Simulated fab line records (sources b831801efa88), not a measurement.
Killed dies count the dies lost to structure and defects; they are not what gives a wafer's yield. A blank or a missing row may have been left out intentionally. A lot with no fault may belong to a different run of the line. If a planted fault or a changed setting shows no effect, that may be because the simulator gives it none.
A struck lot beside a sound one	flow sky130	42 steps out of a route of 708
Sound: the wafers L884.1, L884.3, L884.5. Struck: wafer L901.3 (L901.1, L901.5, from the same lot, were not struck and are left out); the cause is given at the end.
Per side, at each step with rows, come the tool, then ch with its chambers, and then its first start. Under that, the readings that differ: sound wafers	struck wafers	difference of the means	sigmas: that difference in standard deviations of wafers without a fault.
alike: readings with means less than 2 such deviations apart, plus words and numbers identical on both sides. not compared: withheld readings, readings lacking a value on some wafer, bounds such as >300 that could conceal the same value, and numbers that have no deviation in the record and whose values overlap.
A row with sigmas, a row that says differs or no value, or rows on one side alone: a step with any of these is where the two part. Numbers that don't overlap but have no deviation are shown without sigmas and don't part them. A reading that every wafer of one side lacks parts them only if that side has two wafers or more.

SKY_PWDE_TW_MEAS_10:
  sound on film-metro-01 at day 4 06:33; struck on film-metro-04 at day 8 10:00
  alike: PWDE_TW
then, 7 steps without rows for these wafers: SKY_NWELL_DEHYDRATE_03 (time 60 s); SKY_NWELL_HMDS_04 (prime time 60 s); SKY_NWELL_COAT_05 (resist thk 3000 nm); SKY_NWELL_SOFTBAKE_06; SKY_NWELL_EXPOSE_07 (exposes mask NWM, target cd 840 nm); SKY_NWELL_PEB_08; SKY_NWELL_DEVELOP_09 (develop time 60 s).
SKY_NWELL_OVL_MEAS_10:
  sound on overlay-02 at day 5 00:08; struck on overlay-01 at day 9 06:20
  alike: NWELL_00_OVL
then, 3 steps without rows for these wafers: SKY_NWELL_IMPLANT_11; SKY_NWELL_IMPLANT_12; SKY_NWELL_IMPLANT_13.
SKY_NWELL_STRIP_14: strips in O2/N2.
  sound on plasma-asher-02 ch 0,1, day 5 00:37; struck on plasma-asher-02 ch 0, day 9 06:49
  alike: drypump-motor-current-A, oes-product-au, strip-time-to-endpoint-s
  not compared: rf-hours-counter-h
SKY_NWELL_TW_MEAS_15:
  sound on film-metro-01 at day 5 00:43; struck on film-metro-03 at day 9 06:55
  alike: NWELL_TW
then, 7 steps without rows for these wafers: SKY_NWELL_DEHYDRATE_16 (time 60 s); SKY_NWELL_HMDS_17 (prime time 60 s); SKY_NWELL_COAT_18 (resist thk 3000 nm); SKY_NWELL_SOFTBAKE_19; SKY_NWELL_EXPOSE_20 (exposes mask NWM COMPLEMENT, target cd 840 nm); SKY_NWELL_PEB_21; SKY_NWELL_DEVELOP_22 (develop time 60 s).
SKY_NWELL_OVL_MEAS_23:
  sound on overlay-01 at day 5 19:10; struck on overlay-02 at day 10 03:22
  alike: NWELL_01_OVL
after that, 1 step had no rows for these wafers: SKY_NWELL_IMPLANT_24.
SKY_NWELL_STRIP_25: strips in O2/N2.
  sound on plasma-asher-01 ch 0, day 5 19:22; struck on plasma-asher-01 ch 0, day 10 03:33
  alike: drypump-motor-current-A, oes-product-au, strip-time-to-endpoint-s
  not compared: rf-hours-counter-h
SKY_NWELL_TW_MEAS_26:
  sound on film-metro-01 at day 5 19:28; struck on film-metro-03 at day 10 03:39
  alike: NWELL_2_TW
then, 1 step without rows for these wafers: SKY_NWELL_CLEAN_27 (cleans in SC1/SC2, time 150 s).
SKY_NWELL_RTA_28: time 30 s.
  sound on rtp-anneal-02 ch 0, day 5 19:35; struck on rtp-anneal-02 ch 0, day 10 03:46
  alike: lamp-power-pct, wafer_temp_C_max
SKY_NWELL_RS_MEAS_29: the measuring method here is four-point-probe.
  sound on film-metro-01 at day 5 19:41; struck on film-metro-04 at day 10 03:52
reading	sound	struck	difference	sigmas
NWELL_RS (ohm/sq)	626.1 627.5 625.7	622.4	-4.0	-3
SKY_NWELL_RS_MEAS_31: the measuring method here is four-point-probe.
  sound on film-metro-01 at day 5 19:55; struck on film-metro-04 at day 10 04:06
  alike: PWDE_RS
then, 7 steps without rows for these wafers: SKY_VT_ADJUST_HVTP_DEHYDRATE_00 (time 60 s); SKY_VT_ADJUST_HVTP_HMDS_01 (prime time 58.52 s); SKY_VT_ADJUST_HVTP_COAT_02 (resist thk 1140 nm); SKY_VT_ADJUST_HVTP_SOFTBAKE_03 (time 60 s); SKY_VT_ADJUST_HVTP_EXPOSE_04 (exposes mask HVTPM, target cd 380 nm); SKY_VT_ADJUST_HVTP_PEB_05; SKY_VT_ADJUST_HVTP_DEVELOP_06 (develop time 60 s).
SKY_VT_ADJUST_HVTP_CD_MEAS_07 targets a cd of 380 nm.
  sound on cd-sem-02 at day 6 14:35; struck on cd-sem-01 at day 11 03:16
reading	sound	struck	difference	sigmas
cd-nm (nm)	377.3 376.5 377.5	383.7	+6.6	+3
SKY_VT_ADJUST_HVTP_OVL_MEAS_08:
  sound on overlay-01 at day 6 14:43; struck on overlay-02 at day 11 03:23
  alike: VT_ADJUST_HVTP_OVL
after that, 1 step had no rows for these wafers: SKY_VT_ADJUST_HVTP_IMPLANT_09.
SKY_VT_ADJUST_HVTP_STRIP_10: strips in O2/N2.
  sound on plasma-asher-01 ch 0,1, day 6 14:53; struck on plasma-asher-03 ch 1, day 11 03:34
  alike: drypump-motor-current-A, oes-product-au, strip-time-to-endpoint-s
  not compared: rf-hours-counter-h
SKY_VT_ADJUST_HVTP_TW_MEAS_11:
  sound on film-metro-04 at day 6 14:59; struck on film-metro-02 at day 11 03:43
  alike: VT_ADJUST_HVTP_TW
-- a jump in the record: the struck wafers' starts before and after are 39 days apart (it breaks off in module VT_ADJUST_HVTP and resumes in module PAD_OPEN, where the first step shown is number 708 of the route) --
SKY_PAD_OPEN_PROBE_99:
  sound on prober-02 at day 46 07:17; struck on prober-02 at day 50 07:11
reading	sound	struck	difference	sigmas
killed-at-front-end	25 17 17	51	+31	+7
  alike: killed_at_M0_to_M3, killed_at_M4_up, killed-at-contacts, killed-at-other, killed-dies, killed-open, killed-short

WHERE THEY PART
First at SKY_NWELL_RS_MEAS_29; last, within this record, at SKY_PAD_OPEN_PROBE_99.

WHY: what had been put in by the simulator
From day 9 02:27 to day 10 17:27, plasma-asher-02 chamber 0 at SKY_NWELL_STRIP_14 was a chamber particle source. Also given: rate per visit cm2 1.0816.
